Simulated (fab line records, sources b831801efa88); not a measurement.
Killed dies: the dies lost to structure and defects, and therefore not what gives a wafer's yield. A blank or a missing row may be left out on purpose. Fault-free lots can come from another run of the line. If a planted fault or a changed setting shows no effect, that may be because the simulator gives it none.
Comparing a struck lot with a sound one + flow sky130 + 17 steps out of a route of 708
Sound: the wafers L180.2, L180.4, L180.5. The struck wafers were L183.1, L183.3, L183.5. At the end, the cause is stated.
Order at every step that has rows: each side's tool, ch and its chambers, its first start. Under that, the readings that differ: sound wafers + struck wafers + difference of the means + sigmas: that difference in standard deviations of wafers without a fault.
alike: a reading whose means differ by less than 2 such deviations, as well as words and numbers matching on both sides. not compared: withheld readings; readings where some wafer has no value; bounds like >300 that might hide an equal value; numbers whose values overlap and for which the record gives no deviation.
A row with sigmas, a row that says differs or no value, or rows on one side alone: a step with any of these is where the two part. Numbers that don't overlap but have no deviation are shown without sigmas and don't part them. A reading missing from all wafers of one side parts the sides only when that side holds two or more wafers.

first, 2 steps without rows for these wafers: SKY_NWELL_IMPLANT_12; SKY_NWELL_IMPLANT_13.
SKY_NWELL_STRIP_14: strips in O2/N2.
  sound on plasmaAsher-03 ch 0,1, day 4 15:31; struck on plasmaAsher-02 ch 0,1, day 6 05:19
  alike: drypumpMotorCurrentA, oesProductAu, stripTimeToEndpointS
  not compared: rfHoursCounterH
SKY_NWELL_TW_MEAS_15:
  sound: filmMetro-03 at day 4 15:38; struck: filmMetro-02 at day 6 05:25
  alike: NWELL_TW
then, 7 steps without rows for these wafers: SKY_NWELL_DEHYDRATE_16 (time 60 s); SKY_NWELL_HMDS_17 (prime time 60 s); SKY_NWELL_COAT_18 (resist thk 3000 nm); SKY_NWELL_SOFTBAKE_19; SKY_NWELL_EXPOSE_20 (exposes mask NWM COMPLEMENT, target cd 840 nm); SKY_NWELL_PEB_21; SKY_NWELL_DEVELOP_22 (develop time 60 s).
SKY_NWELL_OVL_MEAS_23:
  sound: overlay-02 at day 5 09:41; struck: overlay-02 at day 7 01:11
  alike: NWELL_01_OVL
SKY_NWELL_IMPLANT_24:
  sound on implanter-02 ch 0, day 5 09:44; struck on implanter-02 ch 0, day 7 01:13
| reading          | sound                         | struck                           | difference  | sigmas      |
|------------------|-------------------------------|----------------------------------|-------------|-------------|
| doseIonsCm2      | 9.194e+12 9.192e+12 9.207e+12 | 1.0226e+13 1.0238e+13 1.0226e+13 | +1.0323e+12 | +99 or more |
| faradayCurrentUA | 51.9 52.2 50.8                | 58.1 56.8 58.1                   | +6.0        | +6          |
SKY_NWELL_STRIP_25: strips in O2/N2.
  sound on plasmaAsher-02 ch 0,1, day 5 09:52; struck on plasmaAsher-03 ch 0,1, day 7 01:22
  alike: drypumpMotorCurrentA, oesProductAu, stripTimeToEndpointS
  not compared: rfHoursCounterH
SKY_NWELL_TW_MEAS_26:
  sound: filmMetro-01 at day 5 09:58; struck: filmMetro-03 at day 7 01:28
| reading    | sound             | struck            | difference | sigmas |
|------------|-------------------|-------------------|------------|--------|
| NWELL_2_TW | 498.0 498.0 498.8 | 512.9 512.8 511.4 | +14.1      | +5     |
then, 1 step without rows for these wafers: SKY_NWELL_CLEAN_27 (cleans in SC1/SC2, time 150 s).
-- the record jumps here: 41 days lie between the struck wafers' starts before and after (it left off in module NWELL and takes up again in module PAD_OPEN, whose first step shown is number 708 of the route) --
SKY_PAD_OPEN_PROBE_99:
  sound: prober-02 at day 46 08:06; struck: prober-01 at day 48 03:05
| reading                               | sound                         | struck                        | difference | sigmas |
|---------------------------------------|-------------------------------|-------------------------------|------------|--------|
| model.etest.pfet_16v.rOnOhmUm         | 1.524e+04 1.522e+04 1.537e+04 | 1.483e+04 1.513e+04 1.491e+04 | -3.200e+02 |        |
| model.etest.resPwellUnderGate.rsOhmSq | 2298 2305 2312                | 2133 2129 2111                | -181       |        |
| model.etest.pfet_16v.driveUaUm        | 244.5 245.2 244.4             | 252.4 250.9 249.9             | +6.4       |        |
| model.etest.fieldN.vtV (V)            | 36 36.03 35.97                | 37.24 37.2 37.15              | +1.20      |        |
  alike: killed_at_M0_to_M3, killed_at_M4_up, killedAtContacts, killedAtFrontEnd, killedAtOther, killedDies, killedOpen, killedShort

WHERE THEY PART
Last at SKY_NWELL_TW_MEAS_26 as far as this record goes, first at SKY_NWELL_IMPLANT_24. Later steps at which nothing parts them and some readings are alike: SKY_PAD_OPEN_PROBE_99.

WHY: whatever the simulator had introduced
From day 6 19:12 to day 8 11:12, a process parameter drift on implanter-02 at SKY_NWELL_IMPLANT_24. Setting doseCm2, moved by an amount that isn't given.
